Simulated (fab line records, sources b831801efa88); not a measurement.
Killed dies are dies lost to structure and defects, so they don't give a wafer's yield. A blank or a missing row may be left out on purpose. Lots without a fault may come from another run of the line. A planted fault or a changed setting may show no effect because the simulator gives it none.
A struck lot beside a sound one | flow sky130 | 25 steps out of a route of 708
Sound: wafers L256.2, L256.4, L256.6. Struck: wafers L272.3, L272.5, L272.6. The cause comes at the end.
At each step with rows: each side's tool, then ch and its chambers, then its first start. Under that, the readings that differ: sound wafers | struck wafers | difference of the means | sigmas: that difference in standard deviations of wafers without a fault.
alike: readings whose means differ by less than 2 such deviations, and words and numbers that are the same on both sides. not compared: withheld readings, readings that some wafer has no value for, bounds like >300 that may hide the same value, and numbers for which the record gives no deviation and whose values overlap.
The two part at a step that has a row with sigmas, a row that says differs or no value, or rows on one side only. Numbers that don't overlap but have no deviation are shown without sigmas and don't part them. A reading that every wafer of one side lacks parts them only if that side has two wafers or more.

first, 7 steps without rows for these wafers: SKY_FIELD_ISO_HMDS_06 (prime time 60 s); SKY_FIELD_ISO_COAT_07 (resist thk 60 nm); SKY_FIELD_ISO_COAT_08 (resist thk 450 nm); SKY_FIELD_ISO_SOFTBAKE_09 (time 90 s); SKY_FIELD_ISO_EXPOSE_10 (exposes mask FOM, target cd 150 nm); SKY_FIELD_ISO_PEB_11; SKY_FIELD_ISO_DEVELOP_12 (develop time 60 s).
SKY_FIELD_ISO_CD_MEAS_13: target cd 150 nm.
  sound on cd_sem-02, day 3 13:08; struck on cd_sem-02, day 7 01:05
  alike: cd_nm
SKY_FIELD_ISO_ETCH_14: etches BARC in N2/H2, stops on SiO2, time 45.9 s, target depth 60 nm.
  sound on rie_diel-04 ch 0,1,3, day 3 13:14; struck on rie_diel-01 ch 1,2, day 7 01:10
  alike: drypump_motor_current_A, oes_product_au, rf_fwd_power_W, run_length_s, throttle_valve_pct
  not compared: rf_hours_counter_h
SKY_FIELD_ISO_ETCH_15: etches the open film in CHF3/O2, stops on Si, target depth 180 nm, time 72 s.
  sound on rie_diel-04 ch 0,1,3, day 3 13:17; struck on rie_diel-01 ch 1,2, day 7 01:12
  alike: drypump_motor_current_A, oes_product_au, rf_fwd_power_W, run_length_s, throttle_valve_pct
  not compared: rf_hours_counter_h
SKY_FIELD_ISO_STRIP_16: strips in O2/N2.
  sound on plasma_asher-04 ch 0, day 3 13:20; struck on plasma_asher-01 ch 0,1, day 7 01:17
  reading                     | sound       | struck      | difference | sigmas
  drypump_motor_current_A (A) | 5.9 5.9 5.9 | 5.3 5.3 5.1 | -0.7       | -2
  alike: oes_product_au, strip_time_to_endpoint_s
  not compared: rf_hours_counter_h
SKY_FIELD_ISO_ETCH_17: etches Si in HBr/Cl2/O2, target depth 342 nm, time 97.7 s.
  sound on rie_si-01 ch 0,1,3, day 3 13:26; struck on rie_si-02 ch 0,1, day 7 01:22
  alike: drypump_motor_current_A, mfc_cl2_sccm, oes_product_au, rf_fwd_power_W, run_length_s, throttle_valve_pct
  not compared: rf_hours_counter_h
SKY_FIELD_ISO_WET_ETCH_18: etches Si3N4 in H3PO4, target depth 25 nm, time 286 s.
  sound on wet_bench-01 ch 0, day 3 13:31; struck on wet_bench-04 ch 0, day 7 01:26
  reading                                     | sound             | struck            | difference | sigmas
  run_length_s (s)                            | 313.4 313.4 313.4 | 488.5 488.5 488.5 | +175.1     | +65
  model.Si3N4_of_FIELD_ISO_CVD_03.thk_nm (nm) | 125.3 124 125.7   | 110.5 112.2 110.2 | -14.0      |
then, 4 steps without rows for these wafers: SKY_FIELD_ISO_CLEAN_19 (cleans in SC1/SC2, time 150 s); SKY_FIELD_ISO_CLEAN_20 (cleans in dHF, time 20 s); SKY_FIELD_ISO_WET_ETCH_21 (etches SiO2 in dHF, target depth 20 nm, time 400 s); SKY_FIELD_ISO_OXIDATION_22 (stabilise 600 s, purge 300 s, target thk 10 nm).
SKY_FIELD_ISO_THK_MEAS_23:
  sound on film_metro-02, day 3 16:38; struck on film_metro-01, day 7 02:54
  alike: FIELD_ISO_OXIDATION_01_THK
then, 1 step without rows for these wafers: SKY_FIELD_ISO_CVD_24 (deposits SiO2, target thk 595 nm, time 99.2 s).
SKY_FIELD_ISO_THK_MEAS_25:
  sound on film_metro-01, day 3 16:46; struck on film_metro-03, day 7 03:02
  alike: FIELD_ISO_CVD_24_THK
then, 1 step without rows for these wafers: SKY_FIELD_ISO_ANNEAL_26 (time 1800 s).
SKY_FIELD_ISO_CMP_27: polishes, stops on Si3N4, t overpolish 16 s, target thk 457.8 nm.
  sound on cmp-02 ch 0,3, day 3 21:33; struck on cmp-02 ch 1,2,3, day 7 04:50
  alike: motor_current_A, retaining_ring_pressure_frac
SKY_FIELD_ISO_WET_ETCH_28: etches SiO2 in dHF, target depth 23.7 nm, time 47 s.
  sound on wet_bench-03 ch 3, day 3 21:48; struck on wet_bench-01 ch 2, day 7 04:59
  reading                                     | sound           | struck            | difference | sigmas
  run_length_s (s)                            | 72.3 72.3 72.3  | 79.7 79.7 79.7    | +7.4       | +3
  model.Si3N4_of_FIELD_ISO_CVD_03.thk_nm (nm) | 119.3 118 119.7 | 104.6 106.2 104.2 | -14.0      |
then, 1 step without rows for these wafers: SKY_FIELD_ISO_WET_ETCH_29 (etches Si3N4 in H3PO4, target depth 160 nm, time 1825 s).
-- the record jumps here: 44 days lie between the struck wafers' starts before and after (it left off in module FIELD_ISO and takes up again in module PAD_OPEN, whose first step shown is number 708 of the route) --
SKY_PAD_OPEN_PROBE_99:
  sound on prober-02, day 48 13:34; struck on prober-02, day 51 08:49
  reading                                   | sound                        | struck                        | difference | sigmas
  model.etest.pfet_16v.r_on_ohm_um          | 1.46e+04 1.537e+04 1.516e+04 | 1.441e+04 1.429e+04 1.447e+04 | -6.533e+02 |
  model.etest.cap_li_to_poly.c_af_um2       | 97.35 99.75 97.03            | 94.69 93.53 92.85             | -4.35      |
  model.etest.field_n.vt_v (V)              | 34.62 36.37 36.21            | 34.59 33.23 34.57             | -1.60      |
  model.etest.sram_nfet_pass.off_log10_a_um | -12.54 -12.67 -12.64         | -12.88 -13.02 -12.91          | -0.32      |
  model.etest.sram_nfet_pass.vt_sat_v (V)   | 0.5643 0.5775 0.5729         | 0.5838 0.5833 0.5881          | +0.0135    |
  alike: killed_at_M0_to_M3, killed_at_M4_up, killed_at_contacts, killed_at_front_end, killed_at_other, killed_dies, killed_open, killed_short
  not compared: model.etest.cap_poly_to_well.c_af_um2, model.etest.field_p.vt_v, model.etest.sram_nfet_pass.vt_v

WHERE THEY PART
First at SKY_FIELD_ISO_STRIP_16; last, within this record, at SKY_FIELD_ISO_WET_ETCH_28. Later steps at which nothing parts them and some readings are alike: SKY_PAD_OPEN_PROBE_99.

WHY: what the simulator had put in
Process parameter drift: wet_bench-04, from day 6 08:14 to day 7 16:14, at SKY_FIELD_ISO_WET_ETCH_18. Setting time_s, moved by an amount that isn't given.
